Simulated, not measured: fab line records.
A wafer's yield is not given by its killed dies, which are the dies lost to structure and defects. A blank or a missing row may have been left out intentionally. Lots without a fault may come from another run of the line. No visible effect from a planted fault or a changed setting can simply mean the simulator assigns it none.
A lot that was struck, set against a sound lot | flow sky130 | 20 steps out of a route of 708
Sound: the wafers L777.3, L777.5, L777.6. Struck: wafer L782.6. (L782.2, L782.3 of the same lot were not struck and are left out.) The cause comes at the end.
For every step that has rows: the tool of each side, followed by ch and its chambers, followed by its first start. Under that, the readings that differ: sound wafers | struck wafers | difference of the means | sigmas: that difference in standard deviations of wafers without a fault.
alike: readings whose means differ by less than 2 such deviations, and words and numbers that are the same on both sides. not compared: withheld readings, readings that some wafer has no value for, bounds like >300 that may hide the same value, and numbers for which the record gives no deviation and whose values overlap.
The two part at a step that has a row with sigmas, a row that says differs or no value, or rows on one side only. Numbers that don't overlap but have no deviation are shown without sigmas and don't part them. A reading that every wafer of one side lacks parts them only if that side has two wafers or more.

SKY_FIELD_ISO_BOW_MEAS_00:
  sound: film_metro-03 at day 2 01:02; struck: film_metro-01 at day 3 02:01
  alike: INCOMING_BOW
then, 1 step without rows for these wafers: SKY_FIELD_ISO_OXIDATION_01 (stabilise 600 s, purge 300 s, target thk 12 nm).
SKY_FIELD_ISO_THK_MEAS_02:
  sound: film_metro-03 at day 2 02:39; struck: film_metro-02 at day 3 04:01
  reading                         | sound             | struck | difference | sigmas
  FIELD_ISO_OXIDATION_00_THK (nm) | 11.64 11.80 11.63 | 12.13  | +0.44      | +2
then, 1 step without rows for these wafers: SKY_FIELD_ISO_CVD_03 (deposits Si3N4 from DCS/NH3, target thk 165 nm, time 2830 s).
SKY_FIELD_ISO_THK_MEAS_04:
  sound: film_metro-01 at day 2 06:44; struck: film_metro-03 at day 3 05:52
  alike: FIELD_ISO_CVD_03_THK
then, 5 steps without rows for these wafers: SKY_FIELD_ISO_DEHYDRATE_05 (time 60 s); SKY_FIELD_ISO_HMDS_06 (prime time 60 s); SKY_FIELD_ISO_COAT_07 (resist thk 60 nm); SKY_FIELD_ISO_COAT_08 (resist thk 450 nm); SKY_FIELD_ISO_SOFTBAKE_09 (time 90 s).
SKY_FIELD_ISO_EXPOSE_10: exposes mask FOM, target cd 150 nm.
  sound on krf_scanner-02 ch 0, day 2 14:03; struck on krf_scanner-02 ch 0, day 3 14:32
  alike: mask
then, 2 steps without rows for these wafers: SKY_FIELD_ISO_PEB_11; SKY_FIELD_ISO_DEVELOP_12 (develop time 60 s).
SKY_FIELD_ISO_CD_MEAS_13: the cd target is 150 nm.
  sound: cd_sem-01 at day 2 21:44; struck: cd_sem-02 at day 3 22:14
  reading    | sound             | struck | difference | sigmas
  cd_nm (nm) | 149.7 149.9 150.2 | 135.9  | -14.0      | -10
SKY_FIELD_ISO_ETCH_14: etches BARC in N2/H2, stops on SiO2, time 45.9 s, target depth 60 nm.
  sound on rie_diel-04 ch 0,1,2, day 2 21:49; struck on rie_diel-03 ch 1, day 3 22:20
  reading                    | sound             | struck | difference | sigmas
  model.FIELD_ISO.cd_nm (nm) | 150.4 149.9 150.1 | 135.2  | -14.9      |
  alike: drypump_motor_current_A, oes_product_au, throttle_valve_pct
  not compared: rf_hours_counter_h
SKY_FIELD_ISO_ETCH_15: etches the open film in CHF3/O2, stops on Si, target depth 180 nm, time 72 s.
  sound on rie_diel-04 ch 0,1,2, day 2 21:51; struck on rie_diel-03 ch 1, day 3 22:22
  alike: drypump_motor_current_A, oes_product_au, throttle_valve_pct
  not compared: rf_hours_counter_h
SKY_FIELD_ISO_STRIP_16: strips in O2/N2.
  sound on plasma_asher-03 ch 0,1, day 2 21:56; struck on plasma_asher-01 ch 0, day 3 22:26
  alike: drypump_motor_current_A, oes_product_au, strip_time_to_endpoint_s
  not compared: rf_hours_counter_h
SKY_FIELD_ISO_ETCH_17: etches Si in HBr/Cl2/O2, target depth 342 nm, time 97.7 s.
  sound on rie_si-02 ch 0,2,3, day 2 22:01; struck on rie_si-01 ch 0, day 3 22:32
  reading                    | sound             | struck | difference | sigmas
  model.FIELD_ISO.cd_nm (nm) | 152.9 148.2 149.9 | 134.9  | -15.4      |
  alike: HBr_flow_sccm, drypump_motor_current_A, oes_product_au, throttle_valve_pct
  not compared: rf_hours_counter_h
then, 1 step without rows for these wafers: SKY_FIELD_ISO_WET_ETCH_18 (etches Si3N4 in H3PO4, target depth 25 nm, time 286 s).
-- a jump in the record: the struck wafers' starts before and after are 46 days apart (it breaks off in module FIELD_ISO and resumes in module PAD_OPEN, where the first step shown is number 708 of the route) --
SKY_PAD_OPEN_PROBE_99:
  sound: prober-01 at day 46 22:22; struck: prober-02 at day 49 17:57
  reading                                 | sound             | struck | difference | sigmas
  model.etest.pfet_g5v0d10v5.r_on_ohm_um  | 4642 4754 4797    | 4999   | +268       |
  model.etest.res_pdiff.line_ohm_um       | 1346 1400 1385    | 1560   | +183       |
  model.etest.res_ndiff.line_ohm_um       | 749.2 787.4 768   | 846.7  | +78.5      |
  model.etest.sram_nfet_pass.drive_ua_um  | 494.5 480.1 481.4 | 431.5  | -53.8      |
  model.etest.sonos_uncharged.r_on_ohm_um | 804.6 807.5 821.3 | 848    | +37        |
  model.etest.res_pdiff.width_nm (nm)     | 146.8 141.7 143   | 128.5  | -15.3      |
  model.etest.res_ndiff.width_nm (nm)     | 160.5 154.4 157.1 | 141.4  | -15.9      |
  model.etest.sram_pfet_latch.drive_ua_um | 140.8 132.8 132.1 | 122.2  | -13.0      |

## WHERE THEY PART
Earliest at SKY_FIELD_ISO_THK_MEAS_02; latest, in this record, at SKY_FIELD_ISO_CD_MEAS_13. Later steps at which nothing parts them and some readings are alike: SKY_FIELD_ISO_ETCH_14, SKY_FIELD_ISO_ETCH_15, SKY_FIELD_ISO_STRIP_16, SKY_FIELD_ISO_ETCH_17.

WHY: what had been put in by the simulator
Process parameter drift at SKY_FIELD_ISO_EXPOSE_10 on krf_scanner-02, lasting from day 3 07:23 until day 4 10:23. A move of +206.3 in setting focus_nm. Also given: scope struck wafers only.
